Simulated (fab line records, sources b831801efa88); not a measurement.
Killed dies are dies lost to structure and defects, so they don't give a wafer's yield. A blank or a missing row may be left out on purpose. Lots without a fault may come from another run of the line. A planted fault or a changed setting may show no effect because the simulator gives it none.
Which tool did it? | flow sky130 | 11 lots, 33 wafers sampled, at 6 steps of a route of 708

WHAT THE GAUGES READ, wafer by wafer
SKY_RES_PROTECT_TW_MEAS_08. Usual: POLY_GATE_TW 4035, standard deviation 23.
lot  | measured     | on            | POLY_GATE_TW   | flag
L984 | day 15 07:14 | film_metro-02 | 4038 4034 4010 |
L987 | day 15 23:23 | film_metro-03 | 4047 4044 4038 |
L988 | day 16 08:01 | film_metro-01 | 4062 4061 4076 |
L998 | day 20 05:50 | film_metro-02 | 3995 4012 4005 |
L999 | day 20 18:08 | film_metro-02 | 4028 4010 4009 |
L100 | day 20 18:16 | film_metro-01 | 4001 4048 4026 |
L102 | day 21 09:13 | film_metro-01 | 4021 4023 4044 |
L103 | day 21 16:03 | film_metro-01 | 4016 4013 4027 |
L104 | day 22 01:53 | film_metro-01 | 4044 4026 4016 |
L106 | day 23 02:37 | film_metro-03 | 4110 4060 4076 |
L107 | day 23 05:19 | film_metro-02 | 4022 4047 4011 |

SKY_POLY_GATE_THK_MEAS_21. Usual: POLY_GATE_OXIDATION_THK 4.01 nm, standard deviation 0.08.
lot  | measured     | on            | POLY_GATE_OXIDATION_THK (nm) | flag
L984 | day 16 15:39 | film_metro-03 | 3.97 3.95 3.96               |
L987 | day 17 10:05 | film_metro-01 | 4.13 4.07 4.06               |
L988 | day 17 20:20 | film_metro-01 | 3.99 3.97 3.96               |
L998 | day 21 16:24 | film_metro-03 | 3.97 4.03 3.99               |
L999 | day 22 05:28 | film_metro-04 | 3.98 3.92 3.95               |
L100 | day 22 08:19 | film_metro-01 | 4.06 3.98 3.99               |
L102 | day 22 19:24 | film_metro-03 | 3.99 4.06 3.99               |
L103 | day 23 01:07 | film_metro-01 | 4.22 4.13 4.21               |
L104 | day 23 10:46 | film_metro-03 | 4.13 4.08 4.07               |
L106 | day 24 12:43 | film_metro-04 | 4.02 4.01 3.96               |
L107 | day 24 18:04 | film_metro-04 | 3.78 3.86 3.89               |

SKY_LDD_HVN_OVL_MEAS_07. Usual: LDD_HVN_OVL -0.7 nm, standard deviation 1.4.
lot  | measured     | on         | LDD_HVN_OVL (nm) | flag
L984 | day 20 12:37 | overlay-01 | -0.5 -1.6 -2.4   |
L987 | day 21 08:01 | overlay-01 | -1.6 -2.4 -0.5   |
L988 | day 21 19:02 | overlay-02 | - - -            | OFF
L998 | day 25 10:35 | overlay-01 | -0.6 0.0 0.1     |
L999 | day 26 00:37 | overlay-01 | -4.1 -3.2 -2.4   |
L100 | day 26 02:25 | overlay-01 | -0.3 -2.7 -0.1   |
L102 | day 26 13:58 | overlay-01 | -0.8 0.5 -0.3    |
L103 | day 26 17:43 | overlay-01 | 1.5 1.3 1.1      |
L104 | day 27 03:04 | overlay-02 | 0.3 -1.0 -0.4    |
L106 | day 28 05:58 | overlay-02 | -1.9 -2.2 0.1    |
L107 | day 28 09:08 | overlay-01 | -1.7 0.1 -0.4    |

SKY_LDD_HVN_TW_MEAS_10. Usual: LDD_HVN_TW 1441, standard deviation 16.
lot  | measured     | on            | LDD_HVN_TW        | flag
L984 | day 20 12:55 | film_metro-03 | 1456 1451 1456    |
L987 | day 21 08:18 | film_metro-03 | 1462 1456 1453    |
L988 | day 21 19:19 | film_metro-04 | 30 30 30 30 30 30 | OFF
L998 | day 25 10:52 | film_metro-01 | 1437 1430 1434    |
L999 | day 26 00:56 | film_metro-03 | 1469 1474 1464    |
L100 | day 26 02:41 | film_metro-03 | 1465 1473 1470    |
L102 | day 26 14:15 | film_metro-01 | 1439 1442 1438    |
L103 | day 26 18:00 | film_metro-04 | 1427 1426 1431    |
L104 | day 27 03:21 | film_metro-03 | 1455 1464 1457    |
L106 | day 28 06:15 | film_metro-03 | 1446 1454 1457    |
L107 | day 28 09:25 | film_metro-03 | 1457 1455 1451    |

WHICH TOOL RAN EACH LOT (tool, then ch and the chambers of the sampled wafers, then the start)
lot  | SKY_POLY_GATE_ETCH_15              | SKY_LDD_HVN_EXPOSE_04
L984 | rie_diel-03 ch 0,1, day 16 13:11   | iline_stepper-02 ch 0, day 19 21:11
L987 | rie_diel-04 ch 0,1,3, day 17 06:50 | iline_stepper-02 ch 0, day 20 17:15
L988 | rie_diel-03 ch 1,2, day 17 18:07   | iline_stepper-02 ch 0, day 21 03:58
L998 | rie_diel-01 ch 0,1,3, day 21 14:46 | iline_stepper-02 ch 0, day 24 21:04
L999 | rie_diel-04 ch 0,1,2, day 22 03:49 | iline_stepper-01 ch 0, day 25 09:46
L100 | rie_diel-04 ch 0,3, day 22 06:40   | iline_stepper-01 ch 0, day 25 11:29
L102 | rie_diel-03 ch 1,2,3, day 22 17:46 | iline_stepper-02 ch 0, day 26 00:15
L103 | rie_diel-03 ch 0,1,2, day 22 23:28 | iline_stepper-02 ch 0, day 26 03:51
L104 | rie_diel-03 ch 0,1, day 23 09:07   | iline_stepper-02 ch 0, day 26 12:41
L106 | rie_diel-01 ch 0,3, day 24 10:22   | iline_stepper-02 ch 0, day 27 16:26
L107 | rie_diel-04 ch 1,2, day 24 16:25   | iline_stepper-01 ch 0, day 27 19:40
- SKY_POLY_GATE_ETCH_15: etches BARC in N2/H2, stops on SiO2, time 118.5 s, target depth 110 nm.
- SKY_LDD_HVN_EXPOSE_04: exposes mask HVNTM, target cd 700 nm.

WHAT THE TOOLS THEMSELVES READ (means of the sampled wafers that have a number; where no wafer has one, the mark that the record gives instead)
SKY_POLY_GATE_ETCH_15. Usual: bias_w 100.00 W, standard deviation 0.29; drypump_motor_current_A 5.5 A, standard deviation 0.48; n2_flow_sccm 100.02 sccm, standard deviation 0.29; oes_product_au 0.716 a.u., standard deviation 0.0043; throttle_valve_pct 13.212 %, standard deviation 0.0092.
lot  | tool        | bias_w (W) | drypump_motor_current_A (A) | n2_flow_sccm (sccm) | oes_product_au (a.u.) | throttle_valve_pct (%) | flag
L984 | rie_diel-03 | 100.37     | 4.7                         | 100.02              | 0.714                 | 13.212                 |
L987 | rie_diel-04 | 100.11     | 5.6                         | 100.05              | 0.716                 | 13.204                 |
L988 | rie_diel-03 | 99.99      | 5.3                         | 99.95               | 0.715                 | 13.213                 |
L998 | rie_diel-01 | 99.65      | 5.7                         | 100.15              | 0.718                 | 13.216                 |
L999 | rie_diel-04 | 99.98      | 5.7                         | 100.10              | 0.716                 | 13.210                 |
L100 | rie_diel-04 | 100.06     | 5.8                         | 100.16              | 0.715                 | 13.211                 |
L102 | rie_diel-03 | 100.10     | 5.6                         | 99.71               | 0.719                 | 13.209                 |
L103 | rie_diel-03 | 100.07     | 5.2                         | 100.35              | 0.723                 | 13.216                 |
L104 | rie_diel-03 | 100.04     | 4.9                         | 99.96               | 0.713                 | 13.218                 |
L106 | rie_diel-01 | 100.34     | 5.5                         | 99.70               | 0.716                 | 13.213                 |
L107 | rie_diel-04 | 100.21     | 5.9                         | 100.09              | 0.716                 | 13.207                 |

THE ANSWER, worked out from the rows above alone
Rule: a lot is off if the mean of its wafers that have a number lies more than 3 standard deviations from the usual mean. A lot without any number at a reading at which 4 lots or more have one is off too. The other lots that the step has rows for count as sound. The gauges are gone through in route order, then the tools' own readings, and for those a lot's mean is taken as printed above. The first step at which some lot is off is used, and at that step the reading that is off furthest; a lot without a number counts as furthest.
Off: L988, at SKY_LDD_HVN_OVL_MEAS_07 (LDD_HVN_OVL). Without a number there: L988.
A tool fits if, at a process step before that reading, it ran every lot that is off, and no sound lot after the first of them. The gauges at SKY_LDD_HVN_OVL_MEAS_07 aren't tried: what is off there is off at SKY_LDD_HVN_TW_MEAS_10 too, on other tools, and a gauge's error can't cause that. None of those tried fits.

WHAT THE SIMULATOR HAD PUT IN
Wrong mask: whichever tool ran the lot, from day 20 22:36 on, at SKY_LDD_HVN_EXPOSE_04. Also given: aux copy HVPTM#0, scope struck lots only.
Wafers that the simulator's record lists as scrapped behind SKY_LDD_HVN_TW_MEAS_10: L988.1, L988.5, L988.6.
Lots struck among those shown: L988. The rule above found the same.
